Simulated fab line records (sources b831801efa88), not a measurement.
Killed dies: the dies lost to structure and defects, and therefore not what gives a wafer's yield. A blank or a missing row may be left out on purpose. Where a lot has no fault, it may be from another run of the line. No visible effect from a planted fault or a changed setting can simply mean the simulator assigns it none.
fab line records || flow gf180mcu || part 2 of 2: steps 31 to 39 of 39
record: {"lots": 5, "wafers": 15, "last_day": 34}
route steps=602 shown HV_LDD@226 NSD@235 PSD@248 SAB@264
lots untouched by any fault: they come from a run of this same line in which no faults occurred
start_h: hours from the record's opening day to when the first of the lot's shown wafers began || wait_h: hours elapsed since this lot's preceding step || " unchanged from the row above || L1.1+2: a single row standing in for several wafers || - value missing, or start not given || * or withheld: withheld || < > ~ a bound
route shown NAME@n: a module of which the file shows steps, and the number in the route of the first || usual: the fault-free wafers' mean and standard deviation || same: alike in all rows || chamber/n: place in a boat || sites: the reading at each site || _std_site: the values' standard deviation || _edge_site: the outer-site mean with the inner-site mean subtracted || radius_mm: how far each site lies from the wafer's centre || mask NAME#n: copy n || behind: the last tool/chamber to shape the wafer || hold: why the lot was held/for how many hours/how that ended || device: transistor that didn't switch, given as n, p or np || end of line: at the end of the route, the tests of the same wafers || step lacking rows: just its recipe || killed: dies lost to structure and defects at the first sort, not the wafer's yield || map: the dies of a wafer, with x for killed, . for not killed, _ for no die there
set.NAME: the run value of the setting; set.NAME@STEP: its run value at that earlier step || model.NAME: the simulator's own value behind a step, which no gauge read
a table for each step, a row for each wafer; lots at some steps of the route
services: when a tool's chamber went out of use (start_h, in hours from the record's first day, below 0 if earlier), for how many hours, and the reason
== steps ==
step: GF_PSD_OVL_MEAS_08
usual: {"PSD_OVL": "0.3/1.6"}
{"lot.wafer": "L079.2", "tool": "overlay-02", "chamber": "-", "start_h": 358.94, "wait_h": 0.1, "PSD_OVL[nm]": -2.1}
{"lot.wafer": "L079.3", "tool": "overlay-02", "chamber": "-", "start_h": 358.94, "wait_h": 0.1, "PSD_OVL[nm]": -1.6}
{"lot.wafer": "L079.6", "tool": "overlay-02", "chamber": "-", "start_h": 358.94, "wait_h": 0.1, "PSD_OVL[nm]": -2.8}
{"lot.wafer": "L080.1", "tool": "overlay-01", "chamber": "-", "start_h": 368.66, "wait_h": 0.1, "PSD_OVL[nm]": -1.1}
{"lot.wafer": "L080.5", "tool": "overlay-01", "chamber": "-", "start_h": 368.66, "wait_h": 0.1, "PSD_OVL[nm]": -0.7}
{"lot.wafer": "L080.6", "tool": "overlay-01", "chamber": "-", "start_h": 368.66, "wait_h": 0.1, "PSD_OVL[nm]": -0.6}
{"lot.wafer": "L094.3", "tool": "overlay-02", "chamber": "-", "start_h": 495.69, "wait_h": 0.1, "PSD_OVL[nm]": 2.7}
{"lot.wafer": "L094.4", "tool": "overlay-02", "chamber": "-", "start_h": 495.69, "wait_h": 0.1, "PSD_OVL[nm]": 2.2}
{"lot.wafer": "L094.6", "tool": "overlay-02", "chamber": "-", "start_h": 495.69, "wait_h": 0.1, "PSD_OVL[nm]": 1.2}
{"lot.wafer": "L093.4", "tool": "overlay-01", "chamber": "-", "start_h": 497.15, "wait_h": 0.1, "PSD_OVL[nm]": 0.9}
{"lot.wafer": "L093.5", "tool": "overlay-01", "chamber": "-", "start_h": 497.15, "wait_h": 0.1, "PSD_OVL[nm]": 1.4}
{"lot.wafer": "L093.6", "tool": "overlay-01", "chamber": "-", "start_h": 497.15, "wait_h": 0.1, "PSD_OVL[nm]": 1.2}
{"lot.wafer": "L096.1", "tool": "overlay-02", "chamber": "-", "start_h": 513.43, "wait_h": 0.1, "PSD_OVL[nm]": 1.5}
{"lot.wafer": "L096.4", "tool": "overlay-02", "chamber": "-", "start_h": 513.43, "wait_h": 0.1, "PSD_OVL[nm]": -1.1}
{"lot.wafer": "L096.5", "tool": "overlay-02", "chamber": "-", "start_h": 513.43, "wait_h": 0.1, "PSD_OVL[nm]": -0.5}
step: GF_PSD_IMPLANT_09
recipe: {"species": "BF2", "energy_kev": 40, "dose_cm2": 1.5e+15, "tilt_deg": 7}
usual: {"beam_on_s": "10.02/0.19", "tilt_deg": "6.997/0.02"}
same: {"implant_ion_amu": 49}
{"lot.wafer": "L079.2", "tool": "implanter-02", "chamber": 0, "start_h": 358.99, "wait_h": 0.0, "beam_on_s": 10.00, "tilt_deg": 6.994}
{"lot.wafer": "L079.3", "tool": "implanter-02", "chamber": 0, "start_h": 358.99, "wait_h": 0.0, "beam_on_s": 9.63, "tilt_deg": 6.993}
{"lot.wafer": "L079.6", "tool": "implanter-02", "chamber": 0, "start_h": 358.99, "wait_h": 0.0, "beam_on_s": 9.97, "tilt_deg": 6.992}
{"lot.wafer": "L080.1", "tool": "implanter-01", "chamber": 0, "start_h": 368.70, "wait_h": 0.0, "beam_on_s": 10.19, "tilt_deg": 7.001}
{"lot.wafer": "L080.5", "tool": "implanter-01", "chamber": 0, "start_h": 368.70, "wait_h": 0.0, "beam_on_s": 10.00, "tilt_deg": 6.990}
{"lot.wafer": "L080.6", "tool": "implanter-01", "chamber": 0, "start_h": 368.70, "wait_h": 0.0, "beam_on_s": 10.11, "tilt_deg": 7.000}
{"lot.wafer": "L094.3", "tool": "implanter-01", "chamber": 0, "start_h": 495.77, "wait_h": 0.1, "beam_on_s": 10.14, "tilt_deg": 7.013}
{"lot.wafer": "L094.4", "tool": "implanter-01", "chamber": 0, "start_h": 495.77, "wait_h": 0.1, "beam_on_s": 10.19, "tilt_deg": 7.015}
{"lot.wafer": "L094.6", "tool": "implanter-01", "chamber": 0, "start_h": 495.77, "wait_h": 0.1, "beam_on_s": 10.37, "tilt_deg": 7.008}
{"lot.wafer": "L093.4", "tool": "implanter-04", "chamber": 0, "start_h": 497.25, "wait_h": 0.1, "beam_on_s": 9.87, "tilt_deg": 7.009}
{"lot.wafer": "L093.5", "tool": "implanter-04", "chamber": 0, "start_h": 497.25, "wait_h": 0.1, "beam_on_s": 10.02, "tilt_deg": 7.047}
{"lot.wafer": "L093.6", "tool": "implanter-04", "chamber": 0, "start_h": 497.25, "wait_h": 0.1, "beam_on_s": 9.83, "tilt_deg": 7.028}
{"lot.wafer": "L096.1", "tool": "implanter-04", "chamber": 0, "start_h": 513.47, "wait_h": 0.0, "beam_on_s": 10.14, "tilt_deg": 7.016}
{"lot.wafer": "L096.4", "tool": "implanter-04", "chamber": 0, "start_h": 513.47, "wait_h": 0.0, "beam_on_s": 10.08, "tilt_deg": 6.998}
{"lot.wafer": "L096.5", "tool": "implanter-04", "chamber": 0, "start_h": 513.47, "wait_h": 0.0, "beam_on_s": 10.02, "tilt_deg": 7.004}
step: GF_PSD_STRIP_10
recipe: {"chemistry": "O2/N2", "power_w": 1400, "pressure_mtorr": 1500, "platen_temp_c": 250, "o2_flow_sccm": 3000, "n2_flow_sccm": 300, "overash_fraction": 0.5}
usual: {"drypump_motor_current_A": "5.7/0.48", "heater_power_w": "345/38", "n2_flow_sccm": "300.1/1", "oes_product_au": "0.591/0.0049", "strip_time_to_endpoint_s": "16.54/0.039"}
same: {"overash_fraction": 0.5}
{"lot.wafer": "L079.2", "tool": "plasma_asher-01", "chamber": 0, "start_h": 359.12, "wait_h": 0.1, "drypump_motor_current_A": 6.7, "heater_power_w": 342, "n2_flow_sccm": 301.7, "oes_product_au": 0.594, "rf_hours_counter_h": 71, "strip_time_to_endpoint_s": 16.51}
{"lot.wafer": "L079.3", "tool": "plasma_asher-01", "chamber": 0, "start_h": 359.12, "wait_h": 0.1, "drypump_motor_current_A": 6.7, "heater_power_w": 348, "n2_flow_sccm": 300.9, "oes_product_au": 0.588, "rf_hours_counter_h": "-", "strip_time_to_endpoint_s": 16.50}
{"lot.wafer": "L079.6", "tool": "plasma_asher-01", "chamber": 1, "start_h": 359.12, "wait_h": 0.1, "drypump_motor_current_A": 5.6, "heater_power_w": 394, "n2_flow_sccm": 299.7, "oes_product_au": 0.589, "rf_hours_counter_h": "-", "strip_time_to_endpoint_s": 16.52}
{"lot.wafer": "L080.1", "tool": "plasma_asher-01", "chamber": 1, "start_h": 368.85, "wait_h": 0.1, "drypump_motor_current_A": 5.6, "heater_power_w": 380, "n2_flow_sccm": 300.3, "oes_product_au": 0.585, "rf_hours_counter_h": 72, "strip_time_to_endpoint_s": 16.54}
{"lot.wafer": "L080.5", "tool": "plasma_asher-01", "chamber": 1, "start_h": 368.85, "wait_h": 0.1, "drypump_motor_current_A": 5.6, "heater_power_w": 390, "n2_flow_sccm": 299.2, "oes_product_au": 0.588, "rf_hours_counter_h": "-", "strip_time_to_endpoint_s": 16.52}
{"lot.wafer": "L080.6", "tool": "plasma_asher-01", "chamber": 0, "start_h": 368.85, "wait_h": 0.1, "drypump_motor_current_A": 6.7, "heater_power_w": 343, "n2_flow_sccm": 300.9, "oes_product_au": 0.589, "rf_hours_counter_h": "-", "strip_time_to_endpoint_s": 16.52}
{"lot.wafer": "L094.3", "tool": "plasma_asher-03", "chamber": 0, "start_h": 495.90, "wait_h": 0.1, "drypump_motor_current_A": 5.5, "heater_power_w": 308, "n2_flow_sccm": 301.6, "oes_product_au": 0.595, "rf_hours_counter_h": "-", "strip_time_to_endpoint_s": 16.59}
{"lot.wafer": "L094.4", "tool": "plasma_asher-03", "chamber": 1, "start_h": 495.90, "wait_h": 0.1, "drypump_motor_current_A": 5.1, "heater_power_w": 332, "n2_flow_sccm": 300.2, "oes_product_au": 0.587, "rf_hours_counter_h": "-", "strip_time_to_endpoint_s": 16.57}
{"lot.wafer": "L094.6", "tool": "plasma_asher-03", "chamber": 1, "start_h": 495.90, "wait_h": 0.1, "drypump_motor_current_A": 5.1, "heater_power_w": 340, "n2_flow_sccm": 300.8, "oes_product_au": 0.591, "rf_hours_counter_h": "-", "strip_time_to_endpoint_s": 16.57}
{"lot.wafer": "L093.4", "tool": "plasma_asher-01", "chamber": 0, "start_h": 497.35, "wait_h": 0.1, "drypump_motor_current_A": 6.8, "heater_power_w": 338, "n2_flow_sccm": 298.4, "oes_product_au": 0.591, "rf_hours_counter_h": "-", "strip_time_to_endpoint_s": 16.50}
{"lot.wafer": "L093.5", "tool": "plasma_asher-01", "chamber": 0, "start_h": 497.35, "wait_h": 0.1, "drypump_motor_current_A": 6.8, "heater_power_w": 337, "n2_flow_sccm": 298.2, "oes_product_au": 0.588, "rf_hours_counter_h": "-", "strip_time_to_endpoint_s": 16.51}
{"lot.wafer": "L093.6", "tool": "plasma_asher-01", "chamber": 1, "start_h": 497.35, "wait_h": 0.1, "drypump_motor_current_A": 5.6, "heater_power_w": 399, "n2_flow_sccm": 300.5, "oes_product_au": 0.601, "rf_hours_counter_h": "-", "strip_time_to_endpoint_s": 16.50}
{"lot.wafer": "L096.1", "tool": "plasma_asher-04", "chamber": 0, "start_h": 513.62, "wait_h": 0.1, "drypump_motor_current_A": 6.1, "heater_power_w": 308, "n2_flow_sccm": 299.7, "oes_product_au": 0.591, "rf_hours_counter_h": 69, "strip_time_to_endpoint_s": 16.54}
{"lot.wafer": "L096.4", "tool": "plasma_asher-04", "chamber": 0, "start_h": 513.62, "wait_h": 0.1, "drypump_motor_current_A": 6.1, "heater_power_w": 302, "n2_flow_sccm": 298.6, "oes_product_au": 0.592, "rf_hours_counter_h": "-", "strip_time_to_endpoint_s": 16.54}
{"lot.wafer": "L096.5", "tool": "plasma_asher-04", "chamber": 0, "start_h": 513.62, "wait_h": 0.1, "drypump_motor_current_A": 6.2, "heater_power_w": 311, "n2_flow_sccm": 299.7, "oes_product_au": 0.598, "rf_hours_counter_h": "-", "strip_time_to_endpoint_s": 16.60}
step: GF_PSD_TW_MEAS_11
usual: {"PSD_TW": "3205/43"}
{"lot.wafer": "L079.2", "tool": "film_metro-02", "chamber": "-", "start_h": 359.23, "wait_h": 0.1, "PSD_TW": 3264}
{"lot.wafer": "L079.3", "tool": "film_metro-02", "chamber": "-", "start_h": 359.23, "wait_h": 0.1, "PSD_TW": 3250}
{"lot.wafer": "L079.6", "tool": "film_metro-02", "chamber": "-", "start_h": 359.23, "wait_h": 0.1, "PSD_TW": 3272}
{"lot.wafer": "L080.1", "tool": "film_metro-03", "chamber": "-", "start_h": 368.95, "wait_h": 0.1, "PSD_TW": 3197}
{"lot.wafer": "L080.5", "tool": "film_metro-03", "chamber": "-", "start_h": 368.95, "wait_h": 0.1, "PSD_TW": 3190}
{"lot.wafer": "L080.6", "tool": "film_metro-03", "chamber": "-", "start_h": 368.95, "wait_h": 0.1, "PSD_TW": 3190}
{"lot.wafer": "L094.3", "tool": "film_metro-03", "chamber": "-", "start_h": 495.99, "wait_h": 0.1, "PSD_TW": 3170}
{"lot.wafer": "L094.4", "tool": "film_metro-03", "chamber": "-", "start_h": 495.99, "wait_h": 0.1, "PSD_TW": 3166}
{"lot.wafer": "L094.6", "tool": "film_metro-03", "chamber": "-", "start_h": 495.99, "wait_h": 0.1, "PSD_TW": 3155}
{"lot.wafer": "L093.4", "tool": "film_metro-03", "chamber": "-", "start_h": 497.45, "wait_h": 0.1, "PSD_TW": 3162}
{"lot.wafer": "L093.5", "tool": "film_metro-03", "chamber": "-", "start_h": 497.45, "wait_h": 0.1, "PSD_TW": 3167}
{"lot.wafer": "L093.6", "tool": "film_metro-03", "chamber": "-", "start_h": 497.45, "wait_h": 0.1, "PSD_TW": 3171}
{"lot.wafer": "L096.1", "tool": "film_metro-04", "chamber": "-", "start_h": 513.72, "wait_h": 0.1, "PSD_TW": 3195}
{"lot.wafer": "L096.4", "tool": "film_metro-04", "chamber": "-", "start_h": 513.72, "wait_h": 0.1, "PSD_TW": 3197}
{"lot.wafer": "L096.5", "tool": "film_metro-04", "chamber": "-", "start_h": 513.72, "wait_h": 0.1, "PSD_TW": 3207}
step: GF_PSD_CLEAN_12
recipe: {"chemistry": "SC1/SC2", "mix": "1:4:20", "temp_c": 70, "time_s": 150, "dry": "n2_spin"}
usual: {"bath_heat_duty_pct": "13.2/1.1", "temp_c": "70.00/0.14"}
{"lot.wafer": "L079.2", "tool": "wet_bench-02", "chamber": 2, "start_h": 359.28, "wait_h": 0.0, "bath_heat_duty_pct": 13.9, "temp_c": 69.97}
{"lot.wafer": "L079.3", "tool": "wet_bench-02", "chamber": 2, "start_h": 359.28, "wait_h": 0.0, "bath_heat_duty_pct": 12.4, "temp_c": 69.96}
{"lot.wafer": "L079.6", "tool": "wet_bench-02", "chamber": 2, "start_h": 359.28, "wait_h": 0.0, "bath_heat_duty_pct": 13.1, "temp_c": 70.05}
{"lot.wafer": "L080.1", "tool": "wet_bench-02", "chamber": 0, "start_h": 369.01, "wait_h": 0.1, "bath_heat_duty_pct": 13.1, "temp_c": 70.20}
{"lot.wafer": "L080.5", "tool": "wet_bench-02", "chamber": 0, "start_h": 369.01, "wait_h": 0.1, "bath_heat_duty_pct": 14.8, "temp_c": 70.19}
{"lot.wafer": "L080.6", "tool": "wet_bench-02", "chamber": 0, "start_h": 369.01, "wait_h": 0.1, "bath_heat_duty_pct": 13.3, "temp_c": 70.23}
{"lot.wafer": "L094.3", "tool": "wet_bench-03", "chamber": 1, "start_h": 496.03, "wait_h": 0.0, "bath_heat_duty_pct": 11.4, "temp_c": 69.96}
{"lot.wafer": "L094.4", "tool": "wet_bench-03", "chamber": 1, "start_h": 496.03, "wait_h": 0.0, "bath_heat_duty_pct": 12.6, "temp_c": 69.88}
{"lot.wafer": "L094.6", "tool": "wet_bench-03", "chamber": 1, "start_h": 496.03, "wait_h": 0.0, "bath_heat_duty_pct": 12.7, "temp_c": 69.98}
{"lot.wafer": "L093.4", "tool": "wet_bench-03", "chamber": 3, "start_h": 497.48, "wait_h": 0.0, "bath_heat_duty_pct": 12.3, "temp_c": 69.94}
{"lot.wafer": "L093.5", "tool": "wet_bench-03", "chamber": 3, "start_h": 497.48, "wait_h": 0.0, "bath_heat_duty_pct": 12.7, "temp_c": 69.92}
{"lot.wafer": "L093.6", "tool": "wet_bench-03", "chamber": 3, "start_h": 497.48, "wait_h": 0.0, "bath_heat_duty_pct": 11.3, "temp_c": 69.92}
{"lot.wafer": "L096.1", "tool": "wet_bench-01", "chamber": 1, "start_h": 513.78, "wait_h": 0.1, "bath_heat_duty_pct": 12.5, "temp_c": 70.22}
{"lot.wafer": "L096.4", "tool": "wet_bench-01", "chamber": 1, "start_h": 513.78, "wait_h": 0.1, "bath_heat_duty_pct": 13.7, "temp_c": 70.18}
{"lot.wafer": "L096.5", "tool": "wet_bench-01", "chamber": 1, "start_h": 513.78, "wait_h": 0.1, "bath_heat_duty_pct": 14.8, "temp_c": 70.13}
step: GF_PSD_RTA_13
recipe: {"temp_c": 1025, "time_s": 20, "ambient": "N2"}
usual: {"lamp_power_pct": "32.5/1.7", "wafer_temp_C_max": "1029.8/1.9"}
{"lot.wafer": "L079.2", "tool": "rtp_anneal-02", "chamber": 0, "start_h": 359.34, "wait_h": 0.0, "lamp_power_pct": 33.8, "wafer_temp_C_max": 1029.4}
{"lot.wafer": "L079.3", "tool": "rtp_anneal-02", "chamber": 0, "start_h": 359.34, "wait_h": 0.0, "lamp_power_pct": 33.8, "wafer_temp_C_max": 1028.5}
{"lot.wafer": "L079.6", "tool": "rtp_anneal-02", "chamber": 0, "start_h": 359.34, "wait_h": 0.0, "lamp_power_pct": 33.9, "wafer_temp_C_max": 1028.1}
{"lot.wafer": "L080.1", "tool": "rtp_anneal-02", "chamber": 0, "start_h": 369.06, "wait_h": 0.0, "lamp_power_pct": 33.8, "wafer_temp_C_max": 1028.3}
{"lot.wafer": "L080.5", "tool": "rtp_anneal-02", "chamber": 0, "start_h": 369.06, "wait_h": 0.0, "lamp_power_pct": 33.8, "wafer_temp_C_max": 1027.3}
{"lot.wafer": "L080.6", "tool": "rtp_anneal-02", "chamber": 0, "start_h": 369.06, "wait_h": 0.0, "lamp_power_pct": 33.9, "wafer_temp_C_max": 1027.3}
{"lot.wafer": "L094.3", "tool": "rtp_anneal-02", "chamber": 0, "start_h": 496.10, "wait_h": 0.0, "lamp_power_pct": 33.8, "wafer_temp_C_max": 1029.7}
{"lot.wafer": "L094.4", "tool": "rtp_anneal-02", "chamber": 0, "start_h": 496.10, "wait_h": 0.0, "lamp_power_pct": 33.8, "wafer_temp_C_max": 1028.4}
{"lot.wafer": "L094.6", "tool": "rtp_anneal-02", "chamber": 0, "start_h": 496.10, "wait_h": 0.0, "lamp_power_pct": 33.9, "wafer_temp_C_max": 1027.8}
{"lot.wafer": "L093.4", "tool": "rtp_anneal-01", "chamber": 0, "start_h": 497.57, "wait_h": 0.0, "lamp_power_pct": 30.3, "wafer_temp_C_max": 1030.3}
{"lot.wafer": "L093.5", "tool": "rtp_anneal-01", "chamber": 0, "start_h": 497.57, "wait_h": 0.0, "lamp_power_pct": 30.2, "wafer_temp_C_max": 1031.0}
{"lot.wafer": "L093.6", "tool": "rtp_anneal-01", "chamber": 0, "start_h": 497.57, "wait_h": 0.0, "lamp_power_pct": 30.2, "wafer_temp_C_max": 1033.0}
{"lot.wafer": "L096.1", "tool": "rtp_anneal-01", "chamber": 0, "start_h": 513.83, "wait_h": 0.0, "lamp_power_pct": 30.2, "wafer_temp_C_max": 1030.8}
{"lot.wafer": "L096.4", "tool": "rtp_anneal-01", "chamber": 0, "start_h": 513.83, "wait_h": 0.0, "lamp_power_pct": 30.3, "wafer_temp_C_max": 1033.8}
{"lot.wafer": "L096.5", "tool": "rtp_anneal-01", "chamber": 0, "start_h": 513.83, "wait_h": 0.0, "lamp_power_pct": 30.3, "wafer_temp_C_max": 1028.9}
step: GF_PSD_RS_MEAS_14
recipe: {"thk_meas_gauge": "four-point-probe"}
usual: {"NSD_RS": "46.18/0.091"}
{"lot.wafer": "L079.2", "tool": "film_metro-03", "chamber": "-", "start_h": 359.43, "wait_h": 0.1, "NSD_RS[ohm/sq]": 46.10}
{"lot.wafer": "L079.3", "tool": "film_metro-03", "chamber": "-", "start_h": 359.43, "wait_h": 0.1, "NSD_RS[ohm/sq]": 45.99}
{"lot.wafer": "L079.6", "tool": "film_metro-03", "chamber": "-", "start_h": 359.43, "wait_h": 0.1, "NSD_RS[ohm/sq]": 46.13}
{"lot.wafer": "L080.1", "tool": "film_metro-04", "chamber": "-", "start_h": 369.14, "wait_h": 0.1, "NSD_RS[ohm/sq]": 46.24}
{"lot.wafer": "L080.5", "tool": "film_metro-04", "chamber": "-", "start_h": 369.14, "wait_h": 0.1, "NSD_RS[ohm/sq]": 46.08}
{"lot.wafer": "L080.6", "tool": "film_metro-04", "chamber": "-", "start_h": 369.14, "wait_h": 0.1, "NSD_RS[ohm/sq]": 46.29}
{"lot.wafer": "L094.3", "tool": "film_metro-02", "chamber": "-", "start_h": 496.20, "wait_h": 0.1, "NSD_RS[ohm/sq]": 46.05}
{"lot.wafer": "L094.4", "tool": "film_metro-02", "chamber": "-", "start_h": 496.20, "wait_h": 0.1, "NSD_RS[ohm/sq]": 46.02}
{"lot.wafer": "L094.6", "tool": "film_metro-02", "chamber": "-", "start_h": 496.20, "wait_h": 0.1, "NSD_RS[ohm/sq]": 46.10}
{"lot.wafer": "L093.4", "tool": "film_metro-04", "chamber": "-", "start_h": 497.67, "wait_h": 0.1, "NSD_RS[ohm/sq]": 46.21}
{"lot.wafer": "L093.5", "tool": "film_metro-04", "chamber": "-", "start_h": 497.67, "wait_h": 0.1, "NSD_RS[ohm/sq]": 46.19}
{"lot.wafer": "L093.6", "tool": "film_metro-04", "chamber": "-", "start_h": 497.67, "wait_h": 0.1, "NSD_RS[ohm/sq]": 46.19}
{"lot.wafer": "L096.1", "tool": "film_metro-03", "chamber": "-", "start_h": 513.91, "wait_h": 0.1, "NSD_RS[ohm/sq]": 46.17}
{"lot.wafer": "L096.4", "tool": "film_metro-03", "chamber": "-", "start_h": 513.91, "wait_h": 0.1, "NSD_RS[ohm/sq]": 46.13}
{"lot.wafer": "L096.5", "tool": "film_metro-03", "chamber": "-", "start_h": 513.91, "wait_h": 0.1, "NSD_RS[ohm/sq]": 46.23}
step: GF_PSD_RS_MEAS_15
recipe: {"thk_meas_gauge": "four-point-probe"}
usual: {"PSD_RS": "108.6/0.31"}
{"lot.wafer": "L079.2", "tool": "film_metro-03", "chamber": "-", "start_h": 359.55, "wait_h": 0.1, "PSD_RS[ohm/sq]": 108.2}
{"lot.wafer": "L079.3", "tool": "film_metro-03", "chamber": "-", "start_h": 359.55, "wait_h": 0.1, "PSD_RS[ohm/sq]": 108.4}
{"lot.wafer": "L079.6", "tool": "film_metro-03", "chamber": "-", "start_h": 359.55, "wait_h": 0.1, "PSD_RS[ohm/sq]": 108.4}
{"lot.wafer": "L080.1", "tool": "film_metro-04", "chamber": "-", "start_h": 369.26, "wait_h": 0.1, "PSD_RS[ohm/sq]": 108.7}
{"lot.wafer": "L080.5", "tool": "film_metro-04", "chamber": "-", "start_h": 369.26, "wait_h": 0.1, "PSD_RS[ohm/sq]": 108.5}
{"lot.wafer": "L080.6", "tool": "film_metro-04", "chamber": "-", "start_h": 369.26, "wait_h": 0.1, "PSD_RS[ohm/sq]": 108.7}
{"lot.wafer": "L094.3", "tool": "film_metro-02", "chamber": "-", "start_h": 496.32, "wait_h": 0.1, "PSD_RS[ohm/sq]": 108.5}
{"lot.wafer": "L094.4", "tool": "film_metro-02", "chamber": "-", "start_h": 496.32, "wait_h": 0.1, "PSD_RS[ohm/sq]": 108.5}
{"lot.wafer": "L094.6", "tool": "film_metro-02", "chamber": "-", "start_h": 496.32, "wait_h": 0.1, "PSD_RS[ohm/sq]": 108.4}
{"lot.wafer": "L093.4", "tool": "film_metro-04", "chamber": "-", "start_h": 497.79, "wait_h": 0.1, "PSD_RS[ohm/sq]": 108.4}
{"lot.wafer": "L093.5", "tool": "film_metro-04", "chamber": "-", "start_h": 497.79, "wait_h": 0.1, "PSD_RS[ohm/sq]": 108.5}
{"lot.wafer": "L093.6", "tool": "film_metro-04", "chamber": "-", "start_h": 497.79, "wait_h": 0.1, "PSD_RS[ohm/sq]": 108.7}
{"lot.wafer": "L096.1", "tool": "film_metro-03", "chamber": "-", "start_h": 514.03, "wait_h": 0.1, "PSD_RS[ohm/sq]": 109.1}
{"lot.wafer": "L096.4", "tool": "film_metro-03", "chamber": "-", "start_h": 514.03, "wait_h": 0.1, "PSD_RS[ohm/sq]": 108.8}
{"lot.wafer": "L096.5", "tool": "film_metro-03", "chamber": "-", "start_h": 514.03, "wait_h": 0.1, "PSD_RS[ohm/sq]": 108.8}
step: GF_SAB_CVD_00
recipe: {"material": "SiO2", "target_thk_nm": 50, "precursor": "TEOS", "temp_c": 400, "time_s": 4.9302, "rf_w": 600}
usual: {"heater_power_w": "667/75"}
{"lot.wafer": "L079.2", "tool": "pecvd-04", "chamber": 1, "start_h": 359.65, "wait_h": 0.1, "heater_power_w": 556}
{"lot.wafer": "L079.3", "tool": "pecvd-04", "chamber": 0, "start_h": 359.65, "wait_h": 0.1, "heater_power_w": 626}
{"lot.wafer": "L079.6", "tool": "pecvd-04", "chamber": 0, "start_h": 359.65, "wait_h": 0.1, "heater_power_w": 630}
{"lot.wafer": "L080.1", "tool": "pecvd-01", "chamber": 2, "start_h": 369.38, "wait_h": 0.1, "heater_power_w": 549}
{"lot.wafer": "L080.5", "tool": "pecvd-01", "chamber": 1, "start_h": 369.38, "wait_h": 0.1, "heater_power_w": 646}
{"lot.wafer": "L080.6", "tool": "pecvd-01", "chamber": 2, "start_h": 369.38, "wait_h": 0.1, "heater_power_w": 557}
{"lot.wafer": "L094.3", "tool": "pecvd-04", "chamber": 0, "start_h": 496.40, "wait_h": 0.1, "heater_power_w": 616}
{"lot.wafer": "L094.4", "tool": "pecvd-04", "chamber": 2, "start_h": 496.40, "wait_h": 0.1, "heater_power_w": 821}
{"lot.wafer": "L094.6", "tool": "pecvd-04", "chamber": 1, "start_h": 496.40, "wait_h": 0.1, "heater_power_w": 566}
{"lot.wafer": "L093.4", "tool": "pecvd-01", "chamber": 0, "start_h": 497.86, "wait_h": 0.0, "heater_power_w": 708}
{"lot.wafer": "L093.5", "tool": "pecvd-01", "chamber": 1, "start_h": 497.86, "wait_h": 0.0, "heater_power_w": 628}
{"lot.wafer": "L093.6", "tool": "pecvd-01", "chamber": 2, "start_h": 497.86, "wait_h": 0.0, "heater_power_w": 615}
{"lot.wafer": "L096.1", "tool": "pecvd-03", "chamber": 0, "start_h": 514.15, "wait_h": 0.1, "heater_power_w": 669}
{"lot.wafer": "L096.4", "tool": "pecvd-03", "chamber": 0, "start_h": 514.15, "wait_h": 0.1, "heater_power_w": 671}
{"lot.wafer": "L096.5", "tool": "pecvd-03", "chamber": 1, "start_h": 514.15, "wait_h": 0.1, "heater_power_w": 726}
== services ==
{"tool": "plasma_asher-01", "chamber": "-", "start_h": 292.08, "hours": 0.5, "kind": "repair"}
{"tool": "implanter-04", "chamber": "-", "start_h": 295.44, "hours": 1.9, "kind": "repair"}
{"tool": "iline_stepper-01", "chamber": "-", "start_h": 296.22, "hours": 1.7, "kind": "pm"}
{"tool": "implanter-04", "chamber": "-", "start_h": 303.72, "hours": 23.2, "kind": "pm"}
{"tool": "plasma_asher-01", "chamber": "-", "start_h": 304.34, "hours": 0.5, "kind": "repair"}
{"tool": "lpcvd-01", "chamber": "-", "start_h": 329.86, "hours": 1.3, "kind": "repair"}
{"tool": "implanter-02", "chamber": "-", "start_h": 337.55, "hours": 3.4, "kind": "pm"}
{"tool": "rtp_anneal-01", "chamber": "-", "start_h": 348.86, "hours": 3.9, "kind": "pm"}
{"tool": "iline_stepper-02", "chamber": "-", "start_h": 377.78, "hours": 1.7, "kind": "pm"}
{"tool": "iline_stepper-02", "chamber": "-", "start_h": 392.44, "hours": 2.2, "kind": "repair"}
{"tool": "implanter-02", "chamber": "-", "start_h": 421.03, "hours": 13.0, "kind": "repair"}
{"tool": "plasma_asher-01", "chamber": "-", "start_h": 421.25, "hours": 9.0, "kind": "pm"}
{"tool": "plasma_asher-04", "chamber": "-", "start_h": 427.98, "hours": 0.6, "kind": "repair"}
{"tool": "implanter-02", "chamber": "-", "start_h": 429.30, "hours": 1.7, "kind": "repair"}
{"tool": "plasma_asher-01", "chamber": "-", "start_h": 435.29, "hours": 1.3, "kind": "repair"}
{"tool": "implanter-04", "chamber": "-", "start_h": 436.47, "hours": 3.3, "kind": "repair"}
{"tool": "implanter-04", "chamber": "-", "start_h": 456.55, "hours": 5.3, "kind": "pm"}
{"tool": "plasma_asher-04", "chamber": "-", "start_h": 474.52, "hours": 2.8, "kind": "pm"}
{"tool": "iline_stepper-01", "chamber": "-", "start_h": 478.45, "hours": 11.1, "kind": "repair"}
{"tool": "plasma_asher-04", "chamber": "-", "start_h": 482.36, "hours": 15.6, "kind": "pm"}
{"tool": "rtp_anneal-02", "chamber": "-", "start_h": 493.81, "hours": 1.5, "kind": "repair"}
{"tool": "implanter-04", "chamber": "-", "start_h": 504.01, "hours": 1.1, "kind": "repair"}
{"tool": "plasma_asher-01", "chamber": "-", "start_h": 512.36, "hours": 2.8, "kind": "pm"}
{"tool": "iline_stepper-01", "chamber": "-", "start_h": 513.13, "hours": 1.7, "kind": "pm"}
